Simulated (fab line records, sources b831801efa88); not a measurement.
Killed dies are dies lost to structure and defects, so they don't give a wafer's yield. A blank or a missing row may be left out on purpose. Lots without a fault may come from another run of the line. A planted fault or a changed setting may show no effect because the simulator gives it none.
fab line records | flow sfq_line
record lots=6 wafers=16 last_day=81
route steps=325 shown I2@117 M3@118
lots that met no fault: from a run of the same line without faults
start_h: hours from the record's first day to the start of the lot's first wafer shown | wait_h: hours since the lot's step before | " the same as in the row above | L1.1+2: a row that stands for several wafers | - no value, or no start given | * or withheld: withheld | < > ~ a bound
route shown NAME@n: a module of which the file shows steps, and the number in the route of the first | usual: mean/standard deviation of fault-free wafers | same: alike in all rows | chamber/n: place in a boat | sites: the reading at each site | _std_site: their standard deviation | _edge_site: outer sites' mean less inner sites' | radius_mm: how far each site lies from the wafer's centre | mask NAME#n: copy n | behind: the tool/chamber that last shaped the wafer | hold: why the lot was held/for how many hours/how that ended | device: the transistor (n, p or np) that didn't switch | end of line: the same wafers' tests at the end of the route | a step without rows: its recipe alone | killed: dies lost to structure and defects at the first sort, not the wafer's yield | map: a wafer's dies, x killed, . not, _ none there
set.NAME: the setting as run; set.NAME@STEP: as run at that earlier step | model.NAME: the simulator's own value behind a step, which no gauge read
lots at some steps of the route; a table a step, a row a wafer
services: from which hour (start_h, from the record's first day; less than 0 if before it) a tool's chamber was out of use, for how many hours, and why
## steps
# step SFQ_TRILAYER_I2_VIA_STRIP_SOLV_CLEAN_072
# recipe chemistry=NMP temp_c=70 time_s=600
# step SFQ_TRILAYER_M3_DEP_PRE_CLEAN_074
# recipe gas=Ar time_s=22.5 bias_v=250
# step SFQ_TRILAYER_M3_DEP_SPUTTER_073
# recipe material=Nb base_pressure_pa=1.33e-06 chamber_pressure_pa=0.1333 substrate_temp_c=20 resputter_cathode_voltage_v=400 target_thk_nm=200 power_w=2000 time_s=133.3
# usual throttle_valve_pct=30.1/0.92
# columns lot.wafer tool chamber start_h wait_h throttle_valve_pct
L792.1 pvd_sputter-05 - 719.93 0.0 31.8
L792.5 " - " " 29.7
L795.1 pvd_sputter-05 - 799.39 0.0 30.0
L795.4 " - " " 29.4
L796.2 pvd_sputter-06 - 946.50 0.0 29.0
L796.5 " - " " 30.1
L796.6 " - " " 31.2
L799.1 pvd_sputter-06 - 962.10 0.0 28.8
L799.3 " - " " 29.2
L799.4 " - " " 31.5
L800.2 pvd_sputter-04 - 964.50 0.0 30.9
L800.3 " - " " 31.0
L800.4 " - " " 30.7
L801.1 pvd_sputter-04 - 1008.90 0.0 30.7
L801.2 " - " " 30.6
L801.4 " - " " 29.2
# step SFQ_M3_RS_MEAS_919
# recipe thk_meas_gauge=four-point-probe reads=Nb_of_TRILAYER_M3_DEP_SPUTTER_073
# usual M3_NB_RS=0.889/0.0073
# columns lot.wafer tool chamber start_h wait_h M3_NB_RS[ohm/sq]
L792.1 film_metro-01 - 720.02 0.0 0.898
L792.5 " - " " 0.891
L795.1 film_metro-02 - 799.48 0.0 0.885
L795.4 " - " " 0.892
L796.2 film_metro-03 - 946.61 0.1 0.895
L796.5 " - " " 0.893
L796.6 " - " " 0.884
L799.1 film_metro-02 - 962.19 0.0 0.896
L799.3 " - " " 0.894
L799.4 " - " " 0.894
L800.2 film_metro-02 - 964.61 0.1 0.881
L800.3 " - " " 0.894
L800.4 " - " " 0.888
L801.1 film_metro-03 - 1008.99 0.0 0.901
L801.2 " - " " 0.906
L801.4 " - " " 0.897
# step SFQ_TRILAYER_M3_LITHO_COAT_080
# recipe resist=BARC spin_rpm=3000 resist_thk_nm=62
# step SFQ_TRILAYER_M3_LITHO_COAT_075
# recipe resist=KrF spin_rpm=3000 resist_thk_nm=600
# step SFQ_TRILAYER_M3_LITHO_SOFTBAKE_079
# recipe temp_c=withheld time_s=withheld resist=KrF
# step SFQ_TRILAYER_M3_LITHO_EXPOSE_076
# recipe mask_id=M3 na=0.6 source_shape=conventional sigma_outer=0.65 target_cd_nm=500 dose_mj=14.4
# step SFQ_TRILAYER_M3_LITHO_PEB_078
# recipe peb_temp_c=115 peb_time_s=60 resist=KrF
# step SFQ_TRILAYER_M3_LITHO_DEVELOP_077
# recipe time_s=60 resist=KrF
# step SFQ_M3_OVL_MEAS_921
# usual M3_OVL=-1/6
# columns lot.wafer tool chamber start_h wait_h M3_OVL[nm]
L792.1 overlay-02 - 865.75 0.1 2
L792.5 " - " " 4
L795.1 overlay-01 - 872.75 0.1 0
L795.4 " - " " -3
L796.2 overlay-02 - 1059.37 0.1 -1
L796.5 " - " " 7
L796.6 " - " " 7
L799.1 overlay-01 - 1085.77 0.1 -1
L799.3 " - " " 4
L799.4 " - " " 7
L800.2 overlay-01 - 1089.37 0.1 -2
L800.3 " - " " -3
L800.4 " - " " -2
L801.1 overlay-02 - 1149.37 0.1 -5
L801.2 " - " " -6
L801.4 " - " " -3
# step SFQ_TRILAYER_M3_BARC_OPEN_METAL_ETCH_100
# recipe mask_material=PR chemistry=O2 target_depth_nm=125 target=BARC icp_w=600 bias_w=80 pressure_mtorr=10 time_s=41.7
# usual drypump_motor_current_A=5.7/0.42 oes_product_au=0.686/0.0046 rf_fwd_power_W=593.5/2.7 run_length_s=69.8/0.45
# columns lot.wafer tool chamber start_h wait_h drypump_motor_current_A oes_product_au rf_fwd_power_W rf_hours_counter_h run_length_s model.KrF_of_TRILAYER_M3_LITHO_COAT_075.thk_nm
L792.1 rie_metal-01 1 865.79 0.0 5.5 0.781 - 62 62.9 536.7
L792.5 " 1 " " 5.6 0.790 - - 63.4 535.6
L795.1 rie_metal-01 1 872.79 0.0 5.5 0.787 - 63 63.5 529.5
L795.4 " 0 " " 6.1 0.683 595.8 - 69.2 523.3
L796.2 rie_metal-01 0 1059.42 0.0 6.1 0.686 594.7 - 69.6 521.3
L796.5 " 0 " " 6.1 0.682 593.2 - 69.1 523.9
L796.6 " 0 " " 6.1 0.675 593.5 - 69.2 522.2
L799.1 rie_metal-04 1 1085.80 0.0 5.0 0.687 594.6 80 70.2 522.1
L799.3 " 0 " " 5.3 0.682 592.0 - 70.2 524.2
L799.4 " 1 " " 5.0 0.683 594.3 - 70.6 523.3
L800.2 rie_metal-04 0 1089.40 0.0 5.3 0.686 595.0 12 70.1 522.2
L800.3 " 1 " " 5.0 0.700 594.9 - 70.1 523.7
L800.4 " 0 " " 5.2 0.688 592.2 - 69.8 523.2
L801.1 rie_metal-02 0 1149.40 0.0 6.4 0.692 594.3 133 70.1 521.9
L801.2 " 1 " " 5.6 0.690 593.8 124 70.0 521.7
L801.4 " 1 " " 5.6 0.689 591.6 - 69.9 524.2
# step SFQ_TRILAYER_M3_ETCH_METAL_ETCH_078
# recipe target=Nb stop_on=SiO2 mask_material=PR chemistry=Cl2/Ar target_depth_nm=240 icp_w=600 bias_w=80 pressure_mtorr=10 time_s=120
# usual drypump_motor_current_A=5.7/0.42 oes_product_au=0.895/0.0064 rf_fwd_power_W=596.8/2.5 run_length_s=148.1/0.48
# columns lot.wafer tool chamber start_h wait_h drypump_motor_current_A oes_product_au rf_fwd_power_W rf_hours_counter_h run_length_s model.KrF_of_TRILAYER_M3_LITHO_COAT_075.thk_nm
L792.1 rie_metal-01 1 865.85 0.0 5.5 0.887 600.3 62 148.8 396.7
L792.5 " 1 " " 5.5 0.886 597.4 - 148.1 396.6
L795.1 rie_metal-01 1 872.85 0.0 5.5 0.894 601.2 63 148.1 389.8
L795.4 " 0 " " 6.1 0.888 596.8 - 147.8 383.1
L796.2 rie_metal-01 0 1059.56 0.1 6.1 0.896 597.2 - 147.5 381.3
L796.5 " 0 " " 6.1 0.890 596.6 - 147.4 383.6
L796.6 " 0 " " 6.1 0.902 597.8 - 147.4 381.9
L799.1 rie_metal-04 1 1085.86 0.0 5.0 0.897 594.9 80 148.6 379.6
L799.3 " 0 " " 5.3 0.890 599.4 - 148.2 380.9
L799.4 " 1 " " 5.0 0.895 595.5 - 149.0 382.3
L800.2 rie_metal-04 0 1089.46 0.0 5.3 0.901 598.2 12 148.3 379.5
L800.3 " 1 " " 5.0 0.900 598.0 - 148.7 380.9
L800.4 " 0 " " 5.2 0.898 599.1 - 148.5 378.5
L801.1 rie_metal-02 0 1149.46 0.0 6.4 0.889 597.9 133 147.9 380.5
L801.2 " 1 " " 5.6 0.883 592.2 125 147.9 378.3
L801.4 " 1 " " 5.6 0.892 593.8 - 147.8 381.1
# step SFQ_TRILAYER_M3_STRIP_STRIP_079
# recipe gas=O2 power_w=200 platen_temp_c=40 overash_fraction=0.65 chemistry=O2 pressure_mtorr=50
# usual drypump_motor_current_A=5.7/0.42 oes_product_au=0.998/0.0072
# same overash_fraction=0.65
# columns lot.wafer tool chamber start_h wait_h drypump_motor_current_A oes_product_au rf_hours_counter_h
L792.1 rie_metal-01 1 865.97 0.1 5.5 0.990 62
L792.5 " 1 " " 5.5 0.997 -
L795.1 rie_metal-01 1 872.97 0.1 5.5 1.001 63
L795.4 " 0 " " 6.1 1.007 -
L796.2 rie_metal-01 0 1059.97 0.4 6.1 0.998 -
L796.5 " 0 " " 6.1 0.981 -
L796.6 " 0 " " 6.1 0.999 -
L799.1 rie_metal-04 1 1085.99 0.1 5.0 1.005 80
L799.3 " 0 " " 5.3 1.005 -
L799.4 " 1 " " 5.0 1.006 -
L800.2 rie_metal-04 0 1089.59 0.1 5.2 1.000 13
L800.3 " 1 " " 5.0 0.986 -
L800.4 " 0 " " 5.3 1.005 -
L801.1 rie_metal-02 0 1149.59 0.1 6.4 1.004 133
L801.2 " 1 " " 5.6 1.006 125
L801.4 " 1 " " 5.6 1.016 -
## services
# columns tool chamber start_h hours kind
rie_metal-01 - 704.15 0.5 repair
rie_metal-02 - 718.40 2.8 pm
rie_metal-01 0 722.95 15.1 repair
rie_metal-04 - 771.17 2.5 repair
rie_metal-01 - 781.79 28.1 pm
pvd_sputter-04 - 783.70 3.0 repair
pvd_sputter-06 - 788.84 1.9 repair
pvd_sputter-05 - 827.66 2.2 repair
pvd_sputter-06 - 903.01 3.6 repair
rie_metal-04 1 931.34 13.9 repair
pvd_sputter-05 - 955.95 3.6 repair
rie_metal-02 - 997.45 14.6 pm
rie_metal-04 0 1010.97 14.9 repair
rie_metal-02 0 1012.95 3.4 repair
rie_metal-04 - 1031.18 2.8 pm
pvd_sputter-04 - 1053.83 7.1 repair
rie_metal-01 1 1055.09 7.8 repair
rie_metal-02 - 1076.76 1.4 pm
pvd_sputter-05 - 1080.81 1.6 repair
pvd_sputter-06 - 1083.72 1.4 repair
rie_metal-01 - 1084.43 2.8 pm
pvd_sputter-06 - 1092.58 38.4 repair
pvd_sputter-04 - 1133.10 3.7 repair
rie_metal-02 1 1133.86 3.6 repair
## key
first_sign step=SFQ_TRILAYER_M3_BARC_OPEN_METAL_ETCH_100 reading=oes_product_au direction=up sigmas=22 usual=0.686 struck=0.786
effect step=SFQ_TRILAYER_M3_BARC_OPEN_METAL_ETCH_100 reading=run_length_s direction=down sigmas=15 usual=* struck=*
model_effect step=SFQ_TRILAYER_M3_BARC_OPEN_METAL_ETCH_100 value=KrF_of_TRILAYER_M3_LITHO_COAT_075.thk_nm without=525.4 struck=533.9
model_effect step=SFQ_TRILAYER_M3_ETCH_METAL_ETCH_078 value=KrF_of_TRILAYER_M3_LITHO_COAT_075.thk_nm without=385.8 struck=394.4
met_at SFQ_TRILAYER_M3_BARC_OPEN_METAL_ETCH_100
struck_wafers L792.1,L792.5,L795.1
fault kind=process_parameter_drift tool=rie_metal-01 chamber=- onset_h=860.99 steps=SFQ_TRILAYER_M3_BARC_OPEN_METAL_ETCH_100 channel=time_s offset=* shape=step end_h=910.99 scope=struck_wafers_only acts_in=* stated=*
